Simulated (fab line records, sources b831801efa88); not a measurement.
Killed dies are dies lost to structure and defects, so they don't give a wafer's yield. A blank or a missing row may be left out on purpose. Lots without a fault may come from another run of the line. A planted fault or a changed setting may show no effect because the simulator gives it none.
fab line records | flow sfq_line
record lots=6 wafers=18 last_day=82
route steps=325 shown JJ@193 M5@198
lots that met no fault: from a run of the same line without faults
start_h: hours from the record's first day to the start of the lot's first wafer shown | wait_h: hours since the lot's step before | " the same as in the row above | L1.1+2: a row that stands for several wafers | - no value, or no start given | * or withheld: withheld | < > ~ a bound
route shown NAME@n: a module of which the file shows steps, and the number in the route of the first | usual: mean/standard deviation of fault-free wafers | same: alike in all rows | chamber/n: place in a boat | sites: the reading at each site | _std_site: their standard deviation | _edge_site: outer sites' mean less inner sites' | radius_mm: how far each site lies from the wafer's centre | mask NAME#n: copy n | behind: the tool/chamber that last shaped the wafer | hold: why the lot was held/for how many hours/how that ended | device: the transistor (n, p or np) that didn't switch | end of line: the same wafers' tests at the end of the route | a step without rows: its recipe alone | killed: dies lost to structure and defects at the first sort, not the wafer's yield | map: a wafer's dies, x killed, . not, _ none there
set.NAME: the setting as run; set.NAME@STEP: as run at that earlier step | model.NAME: the simulator's own value behind a step, which no gauge read
lots at some steps of the route; a table a step, a row a wafer
services: from which hour (start_h, from the record's first day; less than 0 if before it) a tool's chamber was out of use, for how many hours, and why
## steps
# step SFQ_TRILAYER_JJ_CE_BARC_OPEN_RIE_150
# recipe mask_material=PR chemistry=O2 target_depth_nm=240 target=BARC icp_w=600 bias_w=80 pressure_mtorr=10 time_s=80
# usual bias_w=80.03/0.24 drypump_motor_current_A=5.7/0.54 oes_product_au=0.537/0.0045
# columns lot.wafer tool chamber start_h wait_h bias_w drypump_motor_current_A oes_product_au rf_hours_counter_h
L664.3 rie_metal-04 0 1251.32 0.6 80.04 5.2 0.533 -
L664.4 " 1 " " 80.09 5.0 0.537 -
L664.6 " 1 " " 79.95 5.0 0.535 -
L669.1 rie_metal-02 0 1275.41 1.0 80.11 6.5 0.539 16
L669.2 " 0 " " 79.83 6.5 0.536 -
L669.3 " 0 " " 80.20 6.5 0.542 -
L678.1 rie_metal-04 1 1355.28 1.0 79.96 5.0 0.539 124
L678.3 " 0 " " 79.78 5.3 0.541 -
L678.6 " 0 " " 79.95 5.3 0.536 -
L680.2 rie_metal-01 0 1372.08 0.8 79.90 6.1 0.541 53
L680.3 " 1 " " 79.83 5.5 0.534 -
L680.4 " 0 " " 79.78 6.1 0.533 -
L684.2 rie_metal-01 0 1537.80 0.8 80.12 6.1 0.541 76
L684.4 " 1 " " 80.07 5.5 0.530 -
L684.6 " 1 " " 80.57 5.5 0.535 -
L687.1 rie_metal-02 0 1549.80 1.0 80.11 6.4 0.540 72
L687.5 " 0 " " 80.38 6.4 0.538 -
L687.6 " 1 " " 79.87 5.6 0.541 -
# step SFQ_TRILAYER_JJ_CE_ETCH_RIE_118
# recipe target=Nb stop_on=Al2O3 mask_material=PR taper_deg=13.257 over_etch_frac=0.15 time_s=97.7 chemistry=SF6 target_depth_nm=170 icp_w=600 bias_w=80 pressure_mtorr=10
# usual bias_w=79.99/0.27 drypump_motor_current_A=5.7/0.53 oes_product_au=0.989/0.0071
# columns lot.wafer tool chamber start_h wait_h bias_w drypump_motor_current_A oes_product_au rf_hours_counter_h
L664.3 rie_metal-04 0 1251.41 0.1 80.02 5.3 0.981 -
L664.4 " 1 " " 80.34 5.0 0.986 -
L664.6 " 1 " " 80.57 5.0 0.984 -
L669.1 rie_metal-02 0 1275.60 0.2 79.97 6.4 1.005 16
L669.2 " 0 " " 80.20 6.5 0.990 -
L669.3 " 0 " " 79.69 6.4 0.985 -
L678.1 rie_metal-04 1 1355.37 0.1 79.85 5.0 0.990 124
L678.3 " 0 " " 80.40 5.3 0.991 -
L678.6 " 0 " " 79.79 5.3 1.001 -
L680.2 rie_metal-01 0 1372.17 0.1 79.78 6.1 0.978 53
L680.3 " 1 " " 80.05 5.5 0.978 -
L680.4 " 0 " " 80.17 6.1 0.997 -
L684.2 rie_metal-01 0 1537.89 0.1 80.27 6.1 0.987 76
L684.4 " 1 " " 80.13 5.5 0.984 -
L684.6 " 1 " " 80.63 5.5 0.986 -
L687.1 rie_metal-02 0 1549.89 0.1 80.63 6.5 0.977 72
L687.5 " 0 " " 79.86 6.5 0.977 -
L687.6 " 1 " " 79.81 5.6 0.982 -
# step SFQ_TRILAYER_JJ_ANODIZE_ANODIZE_119
# recipe current_density_ma_cm2=withheld end_current_density_ma_cm2=withheld bath_temp_c=withheld
# step SFQ_TRILAYER_JJ_CE_STRIP_STRIP_120
# recipe gas=O2 power_w=200 platen_temp_c=40 overash_fraction=0.65 chemistry=O2 pressure_mtorr=50
# usual drypump_motor_current_A=5.8/0.6 oes_product_au=1.002/0.0087
# columns lot.wafer tool chamber start_h wait_h drypump_motor_current_A oes_product_au rf_hours_counter_h
L664.3 rie_metal-01 0 1252.19 0.2 6.1 0.996 -
L664.4 " 1 " " 5.5 0.987 -
L664.6 " 1 " " 5.5 0.987 -
L669.1 rie_metal-04 0 1276.31 0.0 5.2 1.009 40
L669.2 " 1 " " 5.0 1.012 108
L669.3 " 0 " " 5.3 1.012 -
L678.1 rie_metal-01 0 1356.02 0.0 6.1 0.985 51
L678.3 " 0 " " 6.1 0.997 -
L678.6 " 0 " " 6.1 0.998 -
L680.2 rie_metal-04 0 1372.87 0.0 5.2 1.016 56
L680.3 " 1 " " 5.0 1.010 -
L680.4 " 0 " " 5.2 1.018 -
L684.2 rie_metal-02 0 1538.50 0.0 6.4 1.002 72
L684.4 " 1 " " 5.6 1.001 -
L684.6 " 0 " " 6.4 0.996 -
L687.1 rie_metal-04 0 1550.50 0.0 5.3 1.007 86
L687.5 " 0 " " 5.2 1.015 -
L687.6 " 1 " " 5.0 1.000 -
# step SFQ_TRILAYER_JJ_CE_STRIP_SOLV_CLEAN_121
# recipe chemistry=NMP temp_c=70 time_s=600
# step SFQ_TRILAYER_M5_LITHO_COAT_128
# recipe resist=BARC spin_rpm=3000 resist_thk_nm=62
# step SFQ_TRILAYER_M5_LITHO_COAT_123
# recipe resist=KrF spin_rpm=3000 resist_thk_nm=600
# step SFQ_TRILAYER_M5_LITHO_SOFTBAKE_127
# recipe temp_c=withheld time_s=withheld resist=KrF
# step SFQ_TRILAYER_M5_LITHO_EXPOSE_124
# recipe mask_id=M5 na=0.6 source_shape=conventional sigma_outer=0.65 target_cd_nm=700 dose_mj=14.4
# step SFQ_TRILAYER_M5_LITHO_PEB_126
# recipe peb_temp_c=115 peb_time_s=60 resist=KrF
# step SFQ_TRILAYER_M5_LITHO_DEVELOP_125
# recipe time_s=60 resist=KrF
# step SFQ_M5_OVL_MEAS_932
# usual M5_OVL=1/3.7
# columns lot.wafer tool chamber start_h wait_h M5_OVL[nm]
L664.3 overlay-02 - 1380.58 0.1 9
L664.4 " - " " 3
L664.6 " - " " -5
L669.1 overlay-02 - 1402.17 0.1 6
L669.2 " - " " 1
L669.3 " - " " 3
L678.1 overlay-01 - 1468.17 0.1 4
L678.3 " - " " 2
L678.6 " - " " 3
L680.2 overlay-02 - 1483.77 0.1 7
L680.3 " - " " 4
L680.4 " - " " 10
L684.2 overlay-01 - 1629.57 0.1 2
L684.4 " - " " 1
L684.6 " - " " -3
L687.1 overlay-02 - 1642.77 0.1 -6
L687.5 " - " " 2
L687.6 " - " " -1
# step SFQ_TRILAYER_M5_BARC_OPEN_METAL_ETCH_161
# recipe mask_material=PR chemistry=O2 target_depth_nm=125 target=BARC icp_w=600 bias_w=80 pressure_mtorr=10 time_s=41.7
# usual bias_w=80.02/0.25 drypump_motor_current_A=5.5/0.48 oes_product_au=0.685/0.0045 rf_fwd_power_W=594.3/2.2
# columns lot.wafer tool chamber start_h wait_h bias_w drypump_motor_current_A oes_product_au rf_fwd_power_W rf_hours_counter_h model.KrF_of_TRILAYER_M5_LITHO_COAT_123.thk_nm
L664.3 rie_metal-03 0 1380.62 0.0 80.02 6.0 0.683 597.7 - 522.1
L664.4 " 1 " " 79.76 5.0 0.698 591.3 - 523.8
L664.6 " 0 " " 79.84 6.0 0.687 596.1 - 522.3
L669.1 rie_metal-01 1 1402.20 0.0 79.67 5.5 0.685 597.4 5 524.6
L669.2 " 0 " " 80.25 6.0 0.687 596.9 58 520.1
L669.3 " 0 " " 79.99 6.1 0.689 593.3 - 524.9
L678.1 rie_metal-01 0 1468.20 0.0 80.04 6.1 0.679 690.9 69 517.4
L678.3 " 0 " " 80.10 6.1 0.679 689.6 - 516.8
L678.6 " 1 " " 80.10 5.5 0.685 691.2 - 516.9
L680.2 rie_metal-01 0 1483.80 0.0 80.35 6.1 0.693 690.2 70 517.3
L680.3 " 0 " " 80.15 6.1 0.682 689.4 - 517.8
L680.4 " 1 " " 80.48 5.5 0.683 691.3 - 517.2
L684.2 rie_metal-03 0 1629.60 0.0 79.82 6.0 0.692 596.3 42 521.8
L684.4 " 1 " " 80.26 5.0 0.690 592.6 - 524.5
L684.6 " 1 " " 79.97 5.0 0.688 593.4 - 524.7
L687.1 rie_metal-04 0 1642.80 0.0 80.11 5.3 0.689 592.8 97 523.5
L687.5 " 0 " " 79.98 5.3 0.689 594.6 - 523.7
L687.6 " 1 " " 80.14 5.0 0.685 589.9 - 525.9
# step SFQ_TRILAYER_M5_ETCH_METAL_ETCH_126
# recipe target=Nb stop_on=SiO2 mask_material=PR over_etch_frac=0.15 time_s=203.2 chemistry=Cl2/BCl3 target_depth_nm=265 icp_w=600 bias_w=80 pressure_mtorr=10
# usual bias_w=80.02/0.24 drypump_motor_current_A=5.5/0.47 oes_product_au=0.729/0.006 rf_fwd_power_W=598.2/2
# columns lot.wafer tool chamber start_h wait_h bias_w drypump_motor_current_A oes_product_au rf_fwd_power_W rf_hours_counter_h model.KrF_of_TRILAYER_M5_LITHO_COAT_123.thk_nm
L664.3 rie_metal-03 0 1380.73 0.1 80.26 6.0 0.721 598.5 - 370.3
L664.4 " 1 " " 79.58 4.9 0.714 595.5 - 371.8
L664.6 " 0 " " 79.89 6.0 0.729 597.0 - 369.7
L669.1 rie_metal-01 1 1402.26 0.0 80.04 5.5 0.727 598.7 5 376
L669.2 " 0 " " 79.88 6.1 0.714 595.4 58 368.8
L669.3 " 0 " " 79.99 6.1 0.733 595.5 - 374.5
L678.1 rie_metal-01 0 1468.26 0.0 79.62 6.1 0.733 600.6 69 366.2
L678.3 " 0 " " 79.51 6.1 0.734 602.3 - 364.8
L678.6 " 1 " " 79.95 5.5 0.739 598.3 - 367.6
L680.2 rie_metal-01 0 1483.86 0.0 79.93 6.1 0.730 595.9 70 363.8
L680.3 " 0 " " 80.08 6.1 0.729 597.4 - 366
L680.4 " 1 " " 79.60 5.5 0.724 597.3 - 365.1
L684.2 rie_metal-03 0 1629.66 0.0 80.46 6.0 0.721 595.0 42 370
L684.4 " 1 " " 80.11 4.9 0.723 596.5 - 371.7
L684.6 " 1 " " 80.27 5.0 0.728 600.1 - 372.7
L687.1 rie_metal-04 0 1642.86 0.0 80.10 5.2 0.724 597.8 97 368.4
L687.5 " 0 " " 80.24 5.2 0.722 602.1 - 369.6
L687.6 " 1 " " 80.00 5.0 0.727 595.9 - 373.3
# step SFQ_TRILAYER_M5_STRIP_STRIP_127
# recipe gas=O2 power_w=200 platen_temp_c=40 overash_fraction=0.65 chemistry=O2 pressure_mtorr=50
# usual drypump_motor_current_A=5.5/0.48 oes_product_au=0.999/0.0085
# columns lot.wafer tool chamber start_h wait_h drypump_motor_current_A oes_product_au rf_hours_counter_h
L664.3 rie_metal-03 0 1381.06 0.3 6.0 0.990 -
L664.4 " 1 " " 5.0 0.997 -
L664.6 " 0 " " 6.1 1.000 -
L669.1 rie_metal-01 1 1402.46 0.1 5.5 0.978 5
L669.2 " 0 " " 6.1 0.987 58
L669.3 " 0 " " 6.1 0.988 -
L678.1 rie_metal-01 0 1468.46 0.1 6.1 1.005 69
L678.3 " 0 " " 6.1 1.004 -
L678.6 " 1 " " 5.5 1.000 -
L680.2 rie_metal-01 0 1484.06 0.1 6.1 1.003 71
L680.3 " 0 " " 6.1 0.992 -
L680.4 " 1 " " 5.5 0.992 -
L684.2 rie_metal-03 0 1629.86 0.1 6.0 0.999 42
L684.4 " 1 " " 5.0 1.002 -
L684.6 " 1 " " 5.0 0.997 -
L687.1 rie_metal-04 0 1643.06 0.1 5.2 1.016 98
L687.5 " 0 " " 5.3 1.015 -
L687.6 " 1 " " 5.0 1.013 -
## services
# columns tool chamber start_h hours kind
rie_metal-02 1 1263.27 99.4 repair
rie_metal-03 0 1267.37 15.5 repair
rie_metal-03 0 1303.23 - clean
rie_metal-03 0 1303.23 - consumable_replace:focus_ring
rie_metal-03 0 1303.23 18.8 scheduled_down
rie_metal-03 0 1303.23 18.8 vent_cycle
rie_metal-01 1 1338.36 - clean
rie_metal-01 1 1338.36 - consumable_replace:focus_ring
rie_metal-01 1 1338.36 26.4 scheduled_down
rie_metal-01 1 1338.36 26.4 vent_cycle
rie_metal-04 0 1340.96 3.7 repair
rie_metal-01 - 1349.40 0.3 repair
rie_metal-02 1 1409.21 48.8 repair
rie_metal-04 1 1439.34 - clean
rie_metal-04 1 1439.34 - consumable_replace:focus_ring
rie_metal-04 1 1439.34 14.7 scheduled_down
rie_metal-04 1 1439.34 14.7 vent_cycle
rie_metal-04 0 1467.35 1.2 repair
rie_metal-01 0 1473.61 1.1 repair
rie_metal-04 1 1516.00 26.5 repair
rie_metal-02 - 1642.20 0.2 repair
## key
first_sign step=SFQ_TRILAYER_M5_BARC_OPEN_METAL_ETCH_161 reading=rf_fwd_power_W direction=up sigmas=45 usual=594.3 struck=690.4
effect none on later readings
model_effect step=SFQ_TRILAYER_M5_BARC_OPEN_METAL_ETCH_161 value=KrF_of_TRILAYER_M5_LITHO_COAT_123.thk_nm without=524.5 struck=517.2
model_effect step=SFQ_TRILAYER_M5_ETCH_METAL_ETCH_126 value=KrF_of_TRILAYER_M5_LITHO_COAT_123.thk_nm without=372.8 struck=365.6
met_at SFQ_TRILAYER_M5_BARC_OPEN_METAL_ETCH_161
struck_wafers L678.1,L678.3,L678.6,L680.2,L680.3,L680.4
onset_between 1402.20 1468.20
fault kind=process_parameter_drift tool=rie_metal-01 chamber=- onset_h=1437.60 steps=SFQ_TRILAYER_M5_BARC_OPEN_METAL_ETCH_161 channel=icp_w offset=96 shape=step end_h=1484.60 acts_in=these_recipes_only stated=600
